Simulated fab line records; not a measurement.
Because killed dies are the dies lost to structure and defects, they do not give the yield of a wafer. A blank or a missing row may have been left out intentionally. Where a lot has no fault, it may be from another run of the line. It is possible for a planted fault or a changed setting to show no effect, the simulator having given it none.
A struck lot beside a sound one ; flow gf180mcu ; 14 steps out of a route of 602
Sound: these wafers, L421.2, L421.4, L421.5. Wafers L430.2, L430.3, L430.4 were the ones struck. The cause is given at the end.
For every step that has rows: the tool of each side, followed by ch and its chambers, followed by its first start. Under that, the readings that differ: sound wafers ; struck wafers ; difference of the means ; sigmas: that difference in standard deviations of wafers without a fault.
alike: readings with means less than 2 such deviations apart, plus words and numbers identical on both sides. not compared: withheld readings, readings lacking a value on some wafer, bounds such as >300 that could conceal the same value, and numbers that have no deviation in the record and whose values overlap.
A row with sigmas, a row that says differs or no value, or rows on one side alone: a step with any of these is where the two part. Numbers that don't overlap but have no deviation are shown without sigmas and don't part them. A reading missing from all wafers of one side parts the sides only when that side holds two or more wafers.

GF_HV_LDD_CD_MEAS_31: target cd 400 nm.
  sound on cd-sem-01 at day 12 23:16; struck on cd-sem-01 at day 16 01:22
  alike: cd-nm
GF_HV_LDD_OVL_MEAS_32:
  sound on overlay-01 at day 12 23:22; struck on overlay-01 at day 16 01:28
  alike: HV_LDD_02_OVL
then, 4 steps without rows for these wafers: GF_HV_LDD_IMPLANT_33; GF_HV_LDD_IMPLANT_34; GF_HV_LDD_IMPLANT_35; GF_HV_LDD_IMPLANT_36.
GF_HV_LDD_STRIP_37: strips in O2/N2.
  sound on plasma-asher-03 ch 0,1, day 13 00:00; struck on plasma-asher-04 ch 0,1, day 16 02:06
  alike: drypump-motor-current-A, heater-power-w, oes-product-au, strip-time-to-endpoint-s
  not compared: rf-hours-counter-h
GF_HV_LDD_TW_MEAS_38:
  sound on film-metro-01 at day 13 00:07; struck on film-metro-01 at day 16 02:13
  alike: HV_LDD_3_TW
then, 4 steps without rows for these wafers: GF_HV_LDD_DEHYDRATE_39 (time 60 s); GF_HV_LDD_HMDS_40 (prime time 60 s); GF_HV_LDD_COAT_41 (resist thk 1000 nm); GF_HV_LDD_SOFTBAKE_42 (time 60 s).
GF_HV_LDD_EXPOSE_43: exposes mask Pplus HV AREA, target cd 400 nm.
  sound on iline-stepper-01 ch 0, day 13 09:41; struck on iline-stepper-01, day 16 13:35
  no value came back on the struck wafers for exposure-dose-mJ-cm2, focus-offset-nm (nm), reticle-temp-C (C); on the sound wafers exposure-dose-mJ-cm2 reads 139.94 139.90 139.80
reading;sound;struck;difference;sigmas
model.HV_LDD.overlay-x-nm (nm);-0.2299 -0.2299 -0.2299;-0.4252 -0.4252 -0.4252;-0.1953;
  alike: mask
following that, these wafers have no rows for 1 step: GF_HV_LDD_PEB_44.

WHERE THEY PART
At GF_HV_LDD_EXPOSE_43 and nowhere else, as far as this record goes.

WHY: the cause the simulator had injected
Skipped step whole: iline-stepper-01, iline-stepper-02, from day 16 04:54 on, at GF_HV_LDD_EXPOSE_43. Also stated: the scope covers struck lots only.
